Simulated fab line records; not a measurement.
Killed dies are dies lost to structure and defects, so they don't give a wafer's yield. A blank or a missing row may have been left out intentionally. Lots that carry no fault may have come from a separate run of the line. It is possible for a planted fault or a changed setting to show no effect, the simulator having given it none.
Which of the tools did it?	flow gf180mcu	42 wafers from 14 lots sampled at 2 of the route's 602 steps

## WHAT EACH GAUGE READ, for each wafer
GF_STI_BOW_MEAS_00. Usual: INCOMING_BOW 0 um, standard deviation 5.9.
lot	measured	on	INCOMING_BOW (um)	flag
L789	day 1 15:00	film-metro-03	-7 -2 -3	
L790	day 1 20:01	film-metro-03	4 -8 5	
L791	day 2 01:01	film-metro-03	3 -2 -12	
L792	day 2 06:00	film-metro-01	4 -4 2	
L794	day 2 16:00	film-metro-02	3 2 3	
L797	day 3 07:00	film-metro-01	-7 3 3	
L801	day 4 03:02	film-metro-01	-11 0 -1	
L802	day 4 08:01	film-metro-02	-6 0 -6	
L803	day 4 13:00	film-metro-02	5 -1 -4	
L805	day 4 23:00	film-metro-03	3 0 -6	
L807	day 5 09:00	film-metro-02	-8 2 1	
L809	day 5 19:00	film-metro-02	-8 -3 0	
L810	day 6 00:02	film-metro-02	-9 9 -1	
L811	day 6 05:00	film-metro-02	4 5 5	

GF_VT_IMPLANT_OVL_MEAS_40. Usual: VT_IMPLANT_03_OVL -1.0 nm, standard deviation 1.6.
lot	measured	on	VT_IMPLANT_03_OVL (nm)	flag
L789	day 7 20:34	overlay-02	-1.0 1.8 -0.8	
L790	day 8 01:25	overlay-01	0.5 -0.7 1.2	
L791	day 8 08:49	overlay-02	-0.7 -1.7 -2.8	
L792	day 8 13:13	overlay-01	1.9 1.9 2.5	
L794	day 9 05:58	overlay-02	-2.1 -2.7 -1.9	
L797	day 10 02:02	overlay-02	-0.1 0.3 -1.8	
L801	day 11 08:03	overlay-01	-0.1 -1.3 0.4	
L802	day 11 08:55	overlay-02	1.1 0.8 1.0	
L803	day 11 19:32	overlay-02	-1.7 -1.8 0.5	
L805	day 12 07:14	overlay-02	-1.9 -4.2 -2.3	
L807	day 12 19:40	overlay-01	-2.0 -1.8 -0.9	
L809	day 13 09:05	overlay-02	-2.0 -1.8 -2.4	
L810	day 13 14:43	overlay-01	-1.3 -0.6 -2.0	
L811	day 14 02:58	overlay-02	2.1 0.9 0.4	

## EACH LOT AND THE TOOL THAT RAN IT (in order: tool; ch and the chambers of the sampled wafers; start)
Before these readings, the record contains no process step.

## AS READ BY THE TOOLS THEMSELVES (means over the sampled wafers that have a number; for cases with no such wafer, the mark the record gives instead)
The record holds no such reading with a usual standard deviation.

## THE ANSWER, worked out from the rows above alone
Rule: a lot counts as off when the mean over its wafers that have a number is more than 3 standard deviations away from the usual mean. Also off: a lot with no number at a reading for which 4 or more lots have one. All remaining lots with rows at the step are treated as sound. Order of review: gauges by route order, followed by the tools' own readings, for which a lot's mean as printed above is used. The first step at which some lot is off is used, and at that step the reading that is off furthest; a lot without a number counts as furthest.
None of the lots is off at any reading shown; this tells nothing.

## WHAT THE SIMULATOR PUT IN
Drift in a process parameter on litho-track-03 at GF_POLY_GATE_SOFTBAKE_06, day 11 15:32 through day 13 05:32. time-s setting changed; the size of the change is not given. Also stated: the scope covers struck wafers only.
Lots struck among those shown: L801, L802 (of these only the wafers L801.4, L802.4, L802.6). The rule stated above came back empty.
